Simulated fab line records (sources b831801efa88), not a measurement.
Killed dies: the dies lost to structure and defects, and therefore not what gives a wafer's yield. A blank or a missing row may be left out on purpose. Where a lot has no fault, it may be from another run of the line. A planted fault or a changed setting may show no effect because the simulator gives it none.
Which tool was responsible?    flow gf180mcu    at 1 step of a route of 602, 12 lots with 36 wafers sampled

== WHAT EACH GAUGE READ, for each wafer ==
GF_V1_RS_MEAS_24: measures by four-point-probe.
lot   measured      on             V1_W_RS (ohm/sq)
L075  day 18 11:02  film-metro-02  0.321 0.322 0.321
L077  day 19 07:01  film-metro-03  0.330 0.332 0.333
L079  day 20 02:10  film-metro-01  0.328 0.326 0.331
L081  day 20 19:47  film-metro-03  0.326 0.323 0.321
L083  day 21 19:08  film-metro-03  0.327 0.326 0.322
L085  day 22 10:10  film-metro-02  0.327 0.337 0.328
L087  day 22 21:37  film-metro-02  0.325 0.329 0.328
L089  day 23 16:55  film-metro-02  0.329 0.332 0.334
L091  day 24 07:46  film-metro-02  0.329 0.333 0.332
L093  day 25 00:57  film-metro-01  0.328 0.327 0.327
L095  day 25 15:55  film-metro-03  0.329 0.325 0.327
L097  day 26 08:44  film-metro-03  0.329 0.332 0.329

== EACH LOT AND THE TOOL THAT RAN IT (in order: tool; ch and the chambers of the sampled wafers; start) ==
Record: no process step prior to these readings.

== THE ANSWER, worked out from the rows above alone ==
Rule: the usual values come from the lots themselves. The widest of any qualifying gaps counts: lots, ordered by their means at a reading, are off when they make up no more than a third of the lots, leave a main group of 4 or more, and stand apart from it by 3 or more times the standard deviation of that group's means. The tables above print the reading to a certain number of digits; a main group whose means all agree to those digits is not used. A lot without any number at a reading at which 4 lots or more have one is off too. All remaining lots with rows at the step are treated as sound.
Nothing can be told from this: no lot is off at any reading shown.

== WHAT THE SIMULATOR PUT IN ==
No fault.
